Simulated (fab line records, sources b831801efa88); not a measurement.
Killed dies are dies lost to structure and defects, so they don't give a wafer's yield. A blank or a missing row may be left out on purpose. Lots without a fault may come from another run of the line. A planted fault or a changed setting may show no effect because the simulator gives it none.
Which tool did it? | flow gf180mcu | 13 lots, 39 wafers sampled, at 5 steps of a route of 602

WHAT THE GAUGES READ, wafer by wafer
GF_MVPSD_OVL_MEAS_07. Usual: MVPSD_OVL 1.3 nm, standard deviation 1.1.
lot  | measured     | on         | MVPSD_OVL (nm) | flag
L217 | day 5 03:24  | overlay-01 | 2.2 1.8 2.4    |
L218 | day 5 08:13  | overlay-01 | 1.6 2.1 0.8    |
L219 | day 6 02:44  | overlay-02 | 0.5 2.5 1.4    |
L222 | day 7 00:22  | overlay-01 | 2.3 2.2 1.6    |
L224 | day 7 06:07  | overlay-01 | 1.2 1.7 1.6    |
L226 | day 7 21:55  | overlay-02 | 0.4 -0.1 1.2   |
L232 | day 9 04:16  | overlay-01 | 1.4 2.4 1.9    |
L233 | day 9 05:55  | overlay-02 | 1.9 1.3 1.4    |
L234 | day 9 13:04  | overlay-02 | 3.3 3.2 2.9    |
L235 | day 9 19:11  | overlay-02 | 1.0 -1.1 -0.1  |
L236 | day 9 22:43  | overlay-01 | 0.7 0.8 0.8    |
L238 | day 10 13:28 | overlay-01 | 0.7 1.9 2.1    |
L239 | day 10 17:42 | overlay-02 | 1.3 1.2 0.4    |

GF_NSD_OVL_MEAS_08. Usual: NSD_OVL 0.4 nm, standard deviation 1.2.
lot  | measured     | on         | NSD_OVL (nm)   | flag
L217 | day 13 07:25 | overlay-02 | 1.8 2.4 0.6    |
L218 | day 13 16:42 | overlay-02 | 0.3 0.6 1.2    |
L219 | day 14 20:43 | overlay-01 | 1.1 1.6 1.1    |
L222 | day 16 00:47 | overlay-02 | 1.4 1.6 2.5    |
L224 | day 16 10:50 | overlay-02 | 0.1 -0.8 0.0   |
L226 | day 17 06:32 | overlay-02 | 0.5 1.7 0.5    |
L232 | day 19 03:08 | overlay-01 | -0.9 0.4 -0.9  |
L233 | day 19 04:25 | overlay-02 | 1.9 1.3 0.1    |
L234 | day 19 14:43 | overlay-01 | -0.3 1.4 0.3   |
L235 | day 20 00:20 | overlay-02 | -0.8 0.1 -0.4  |
L236 | day 20 09:50 | overlay-02 | -0.1 0.2 -0.8  |
L238 | day 20 21:56 | overlay-01 | -0.5 -0.4 -0.1 |
L239 | day 21 05:17 | overlay-01 | 0.1 0.0 0.4    |

GF_PSD_RS_MEAS_14: measures by four-point-probe. Usual: NSD_RS 46.14 ohm/sq, standard deviation 0.078.
lot  | measured     | on            | NSD_RS (ohm/sq)                     | flag
L217 | day 14 04:37 | film_metro-01 | 46.30 46.31 46.35                   |
L218 | day 14 13:43 | film_metro-01 | 46.08 46.05 46.09                   |
L219 | day 15 19:02 | film_metro-01 | 46.10 46.14 46.17                   |
L222 | day 17 00:38 | film_metro-04 | 46.09 46.13 46.10                   |
L224 | day 17 09:56 | film_metro-02 | 39.62 39.68 39.70 39.73 39.70 39.75 | OFF
L226 | day 18 07:11 | film_metro-04 | 39.78 39.76 39.81 39.80 39.80 39.79 | OFF
L232 | day 20 04:25 | film_metro-02 | 46.14 46.21 46.22                   |
L233 | day 20 05:24 | film_metro-01 | 46.19 46.23 46.21                   |
L234 | day 20 15:34 | film_metro-04 | 46.02 46.03 46.19                   |
L235 | day 21 00:43 | film_metro-04 | 46.07 46.14 46.11                   |
L236 | day 21 10:56 | film_metro-01 | 46.09 46.06 45.99                   |
L238 | day 21 22:23 | film_metro-01 | 46.20 46.17 46.22                   |
L239 | day 22 06:25 | film_metro-02 | 46.18 46.15 46.18                   |

WHICH TOOL RAN EACH LOT (tool, then ch and the chambers of the sampled wafers, then the start)
lot  | GF_VT_IMPLANT_STRIP_09               | GF_PSD_RTA_13
L217 | plasma_asher-02 ch 0,1, day 5 18:32  | rtp_anneal-02 ch 0, day 14 04:31
L218 | plasma_asher-03 ch 0,1, day 5 23:47  | rtp_anneal-01 ch 0, day 14 13:37
L219 | plasma_asher-02 ch 0,1, day 6 18:26  | rtp_anneal-02 ch 0, day 15 18:56
L222 | plasma_asher-02 ch 0,1, day 7 16:46  | rtp_anneal-01 ch 0, day 17 00:34
L224 | plasma_asher-02 ch 0, day 7 22:35    | rtp_anneal-01 ch 0, day 17 09:50
L226 | plasma_asher-03 ch 0,1, day 8 14:20  | rtp_anneal-01 ch 0, day 18 07:06
L232 | plasma_asher-01 ch 0,1, day 9 22:31  | rtp_anneal-02 ch 0, day 20 04:20
L233 | plasma_asher-01 ch 0,1, day 9 23:25  | rtp_anneal-02 ch 0, day 20 05:19
L234 | plasma_asher-03 ch 0,1, day 10 07:10 | rtp_anneal-02 ch 0, day 20 15:29
L235 | plasma_asher-03 ch 0,1, day 10 12:44 | rtp_anneal-01 ch 0, day 21 00:37
L236 | plasma_asher-01 ch 0,1, day 10 17:07 | rtp_anneal-01 ch 0, day 21 10:51
L238 | plasma_asher-01 ch 0,1, day 11 07:53 | rtp_anneal-01 ch 0, day 21 22:17
L239 | plasma_asher-02 ch 0,1, day 11 12:47 | rtp_anneal-01 ch 0, day 22 06:20
- GF_VT_IMPLANT_STRIP_09: strips in O2/N2.
- GF_PSD_RTA_13: time 20 s.

WHAT THE TOOLS THEMSELVES READ (means of the sampled wafers that have a number; where no wafer has one, the mark that the record gives instead)
GF_VT_IMPLANT_STRIP_09. Usual: drypump_motor_current_A 5.9 A, standard deviation 0.38; heater_power_w 342 W, standard deviation 29; oes_product_au 0.716 a.u., standard deviation 0.0042; strip_time_to_endpoint_s 12.63 s, standard deviation 0.033.
lot  | tool            | drypump_motor_current_A (A) | heater_power_w (W) | oes_product_au (a.u.) | strip_time_to_endpoint_s (s) | flag
L217 | plasma_asher-02 | 5.8                         | 359                | 0.716                 | 12.65                        |
L218 | plasma_asher-03 | 5.9                         | 343                | 0.715                 | 12.67                        |
L219 | plasma_asher-02 | 5.9                         | 355                | 0.716                 | 12.66                        |
L222 | plasma_asher-02 | 5.9                         | 360                | 0.713                 | 12.62                        |
L224 | plasma_asher-02 | 5.4                         | 348                | 0.714                 | 12.61                        |
L226 | plasma_asher-03 | 5.9                         | 342                | 0.715                 | 12.66                        |
L232 | plasma_asher-01 | 5.9                         | 338                | 0.716                 | 12.60                        |
L233 | plasma_asher-01 | 5.8                         | 314                | 0.719                 | 12.66                        |
L234 | plasma_asher-03 | 5.9                         | 338                | 0.717                 | 12.63                        |
L235 | plasma_asher-03 | 5.8                         | 329                | 0.713                 | 12.65                        |
L236 | plasma_asher-01 | 5.9                         | 341                | 0.719                 | 12.58                        |
L238 | plasma_asher-01 | 5.8                         | 321                | 0.718                 | 12.64                        |
L239 | plasma_asher-02 | 6.3                         | 381                | 0.711                 | 12.58                        |

GF_PSD_RTA_13. Usual: lamp_power_pct 31.6 %, standard deviation 2.9; wafer_temp_C_max 1029.0, standard deviation 0.78.
lot  | tool          | lamp_power_pct (%) | wafer_temp_C_max | flag
L217 | rtp_anneal-02 | 34.5               | 1029.4           |
L218 | rtp_anneal-01 | 28.6               | 1028.5           |
L219 | rtp_anneal-02 | 34.5               | 1029.3           |
L222 | rtp_anneal-01 | 28.6               | 1029.0           |
L224 | rtp_anneal-01 | 32.1               | 1073.0           | OFF
L226 | rtp_anneal-01 | 32.1               | 1072.3           | OFF
L232 | rtp_anneal-02 | 34.5               | 1028.6           |
L233 | rtp_anneal-02 | 34.5               | 1028.5           |
L234 | rtp_anneal-02 | 34.5               | 1029.7           |
L235 | rtp_anneal-01 | 28.6               | 1029.6           |
L236 | rtp_anneal-01 | 28.6               | 1029.8           |
L238 | rtp_anneal-01 | 28.7               | 1028.6           |
L239 | rtp_anneal-01 | 28.6               | 1028.8           |

THE ANSWER, worked out from the rows above alone
Rule: a lot is off if the mean of its wafers that have a number lies more than 3 standard deviations from the usual mean. A lot without any number at a reading at which 4 lots or more have one is off too. The other lots that the step has rows for count as sound. The gauges are gone through in route order, then the tools' own readings, and for those a lot's mean is taken as printed above. The first step at which some lot is off is used, and at that step the reading that is off furthest; a lot without a number counts as furthest.
Off: L224, L226, at GF_PSD_RS_MEAS_14 (NSD_RS).
A tool fits if, at a process step before that reading, it ran every lot that is off, and no sound lot after the first of them. The gauges at GF_PSD_RS_MEAS_14 aren't tried: what is off there is off at GF_PSD_RTA_13 too, on other tools, and a gauge's error can't cause that. None of those tried fits.

WHAT THE SIMULATOR HAD PUT IN
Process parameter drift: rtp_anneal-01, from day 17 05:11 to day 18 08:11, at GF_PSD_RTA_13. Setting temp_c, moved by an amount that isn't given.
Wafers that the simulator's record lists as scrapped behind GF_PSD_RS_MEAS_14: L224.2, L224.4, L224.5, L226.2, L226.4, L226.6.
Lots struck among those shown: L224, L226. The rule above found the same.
